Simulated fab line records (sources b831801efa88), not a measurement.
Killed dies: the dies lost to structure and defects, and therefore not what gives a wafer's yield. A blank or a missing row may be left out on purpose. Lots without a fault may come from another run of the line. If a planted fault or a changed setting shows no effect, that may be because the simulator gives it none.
Which tool is to blame? + flow gf180mcu + 11 lots, 33 wafers sampled, at 6 steps of a route of 602

## WHAT EACH GAUGE READ, for each wafer
GF_V1_THK_MEAS_25: measures by xrf. Usual: V1_W_THK typically reads 336 nm, with standard deviation 6.
| lot  | measured     | on            | V1_W_THK (nm) | flag |
|------|--------------|---------------|---------------|------|
| L510 | day 18 23:01 | film metro-02 | 337 339 337   |      |
| L511 | day 19 09:49 | film metro-03 | 328 335 327   |      |
| L513 | day 20 05:15 | film metro-01 | 332 328 329   |      |
| L517 | day 21 11:47 | film metro-03 | 331 340 332   |      |
| L524 | day 24 03:21 | film metro-02 | 343 335 336   |      |
| L525 | day 24 09:32 | film metro-02 | 335 339 342   |      |
| L526 | day 24 19:51 | film metro-01 | 335 344 345   |      |
| L527 | day 25 07:56 | film metro-02 | 343 344 345   |      |
| L528 | day 25 10:05 | film metro-03 | 337 338 330   |      |
| L530 | day 26 01:20 | film metro-01 | 341 340 331   |      |
| L531 | day 26 03:02 | film metro-01 | 333 336 334   |      |

GF_M2_RS_MEAS_05: uses a four-point probe to measure. Usual: M2_ALCU_RS typically reads 0.0692 ohm/sq, with standard deviation 0.00086.
| lot  | measured     | on            | M2_ALCU_RS (ohm/sq)  | flag |
|------|--------------|---------------|----------------------|------|
| L510 | day 18 23:36 | film metro-04 | 0.0698 0.0716 0.0702 |      |
| L511 | day 19 10:26 | film metro-03 | 0.0700 0.0691 0.0710 |      |
| L513 | day 20 05:50 | film metro-03 | 0.0527 0.0531 0.0530 | OFF  |
| L517 | day 21 12:22 | film metro-01 | 0.0540 0.0524 0.0532 | OFF  |
| L524 | day 24 03:56 | film metro-03 | 0.0695 0.0701 0.0698 |      |
| L525 | day 24 10:07 | film metro-04 | 0.0687 0.0693 0.0689 |      |
| L526 | day 24 20:27 | film metro-03 | 0.0677 0.0678 0.0689 |      |
| L527 | day 25 08:47 | film metro-01 | 0.0697 0.0700 0.0690 |      |
| L528 | day 25 10:44 | film metro-03 | 0.0702 0.0692 0.0701 |      |
| L530 | day 26 01:55 | film metro-01 | 0.0687 0.0696 0.0690 |      |
| L531 | day 26 03:37 | film metro-03 | 0.0698 0.0680 0.0690 |      |

GF_M2_THK_MEAS_06: measures by xrf. Usual: M2_ALCU_THK typically reads 448 nm, with standard deviation 6.
| lot  | measured     | on            | M2_ALCU_THK (nm) | flag |
|------|--------------|---------------|------------------|------|
| L510 | day 18 23:43 | film metro-04 | 443 431 439      |      |
| L511 | day 19 10:32 | film metro-03 | 444 451 438      |      |
| L513 | day 20 05:57 | film metro-03 | 587 587 588      | OFF  |
| L517 | day 21 12:29 | film metro-01 | 573 589 580      | OFF  |
| L524 | day 24 04:03 | film metro-03 | 449 447 449      |      |
| L525 | day 24 10:14 | film metro-04 | 451 448 449      |      |
| L526 | day 24 20:33 | film metro-03 | 460 462 454      |      |
| L527 | day 25 08:54 | film metro-01 | 440 441 448      |      |
| L528 | day 25 10:52 | film metro-03 | 445 450 443      |      |
| L530 | day 26 02:02 | film metro-01 | 447 445 447      |      |
| L531 | day 26 03:44 | film metro-03 | 449 459 450      |      |

GF_M2_OVL_MEAS_15. Usual: M2_OVL typically reads -2 nm, with standard deviation 5.5.
| lot  | measured     | on         | M2_OVL (nm) | flag |
|------|--------------|------------|-------------|------|
| L510 | day 20 00:32 | overlay-02 | -7 0 -8     |      |
| L511 | day 20 11:23 | overlay-02 | -7 -2 -12   |      |
| L513 | day 21 06:00 | overlay-01 | 4 -9 -6     |      |
| L517 | day 22 12:01 | overlay-01 | -1 -4 4     |      |
| L524 | day 25 01:25 | overlay-02 | -6 -5 -5    |      |
| L525 | day 25 08:22 | overlay-01 | 5 7 1       |      |
| L526 | day 25 18:01 | overlay-01 | 5 -3 -7     |      |
| L527 | day 26 05:58 | overlay-01 | -1 -8 -8    |      |
| L528 | day 26 08:01 | overlay-02 | 1 5 1       |      |
| L530 | day 26 22:01 | overlay-02 | 4 -9 -2     |      |
| L531 | day 27 00:40 | overlay-01 | 3 -1 5      |      |

## EACH LOT AND THE TOOL THAT RAN IT (in order: tool; ch and the chambers of the sampled wafers; start)
| lot  | GF_V1_ETCH_16                      | GF_M2_SPUTTER_02             |
|------|------------------------------------|------------------------------|
| L510 | rie diel-04 ch 1,2,3, day 18 21:59 | pvd sputter-03, day 18 23:31 |
| L511 | rie diel-01 ch 0,2,3, day 19 08:49 | pvd sputter-04, day 19 10:17 |
| L513 | rie diel-01 ch 0,2,3, day 20 04:14 | pvd sputter-04, day 20 05:44 |
| L517 | rie diel-01 ch 1,2,3, day 21 10:48 | pvd sputter-04, day 21 12:17 |
| L524 | rie diel-04 ch 1,2,3, day 24 02:17 | pvd sputter-03, day 24 03:50 |
| L525 | rie diel-01 ch 0,3, day 24 08:33   | pvd sputter-03, day 24 10:02 |
| L526 | rie diel-03 ch 0,1,3, day 24 18:49 | pvd sputter-04, day 24 20:19 |
| L527 | rie diel-03 ch 0,3, day 25 06:55   | pvd sputter-03, day 25 08:41 |
| L528 | rie diel-03 ch 1,2,3, day 25 09:04 | pvd sputter-03, day 25 10:39 |
| L530 | rie diel-01 ch 2,3, day 26 00:19   | pvd sputter-04, day 26 01:49 |
| L531 | rie diel-03 ch 1,2,3, day 26 02:02 | pvd sputter-01, day 26 03:31 |
- GF_V1_ETCH_16: etches BARC in N2/H2.
- GF_M2_SPUTTER_02: material AlCu, target thk 450 nm, time 23.9 s.

## AS READ BY THE TOOLS THEMSELVES (means over the sampled wafers that have a number; for cases with no such wafer, the mark the record gives instead)
GF_V1_ETCH_16. Usual: drypump motor current A 5.7 A, standard deviation 0.4; oes product au 0.856 a.u., standard deviation 0.0044; throttle valve pct 13.225 %, standard deviation 0.0093.
| lot  | tool        | drypump motor current A (A) | oes product au (a.u.) | throttle valve pct (%) | flag |
|------|-------------|-----------------------------|-----------------------|------------------------|------|
| L510 | rie diel-04 | 5.9                         | 0.856                 | 13.220                 |      |
| L511 | rie diel-01 | 5.6                         | 0.858                 | 13.225                 |      |
| L513 | rie diel-01 | 5.6                         | 0.858                 | 13.230                 |      |
| L517 | rie diel-01 | 5.6                         | 0.854                 | 13.223                 |      |
| L524 | rie diel-04 | 5.9                         | 0.855                 | 13.230                 |      |
| L525 | rie diel-01 | 5.7                         | 0.857                 | 13.240                 |      |
| L526 | rie diel-03 | 5.7                         | 0.852                 | 13.221                 |      |
| L527 | rie diel-03 | 5.6                         | 0.859                 | 13.220                 |      |
| L528 | rie diel-03 | 6.0                         | 0.861                 | 13.218                 |      |
| L530 | rie diel-01 | 5.8                         | 0.855                 | 13.228                 |      |
| L531 | rie diel-03 | 6.0                         | 0.860                 | 13.219                 |      |

GF_M2_SPUTTER_02. Usual: cathode dc power W 10600 W, standard deviation 2; throttle valve pct 29.5 %, standard deviation 1.1.
| lot  | tool           | cathode dc power W (W) | throttle valve pct (%) | flag |
|------|----------------|------------------------|------------------------|------|
| L510 | pvd sputter-03 | 10600                  | 29.8                   |      |
| L511 | pvd sputter-04 | 10598                  | 29.8                   |      |
| L513 | pvd sputter-04 | 13720                  | 28.5                   | OFF  |
| L517 | pvd sputter-04 | 13722                  | 28.8                   | OFF  |
| L524 | pvd sputter-03 | 10598                  | 29.8                   |      |
| L525 | pvd sputter-03 | 10600                  | 30.1                   |      |
| L526 | pvd sputter-04 | 10599                  | 28.9                   |      |
| L527 | pvd sputter-03 | 10599                  | 28.2                   |      |
| L528 | pvd sputter-03 | 10599                  | 29.8                   |      |
| L530 | pvd sputter-04 | 10599                  | 29.4                   |      |
| L531 | pvd sputter-01 | 10600                  | 29.5                   |      |

## THE ANSWER, worked out from the rows above alone
Rule: a lot is off if the mean of its wafers that have a number lies more than 3 standard deviations from the usual mean. Also off: a lot with no number at a reading for which 4 or more lots have one. Where the step has rows for the other lots, those lots are counted as sound. The gauges are gone through in route order, then the tools' own readings, and for those a lot's mean is taken as printed above. At the first step where some lot is off, the reading lying furthest off is the one used; lots without a number count as furthest.
Off: L513, L517, at GF_M2_RS_MEAS_05 (M2_ALCU_RS).
A tool fits if, at a process step before that reading, it ran every lot that is off, and no sound lot after the first of them. The gauges at GF_M2_RS_MEAS_05 aren't tried: what is off there is off at GF_M2_SPUTTER_02 too, on other tools, and a gauge's error can't cause that. Not one of the candidates tried fits.

## WHAT HAD BEEN PUT IN BY THE SIMULATOR
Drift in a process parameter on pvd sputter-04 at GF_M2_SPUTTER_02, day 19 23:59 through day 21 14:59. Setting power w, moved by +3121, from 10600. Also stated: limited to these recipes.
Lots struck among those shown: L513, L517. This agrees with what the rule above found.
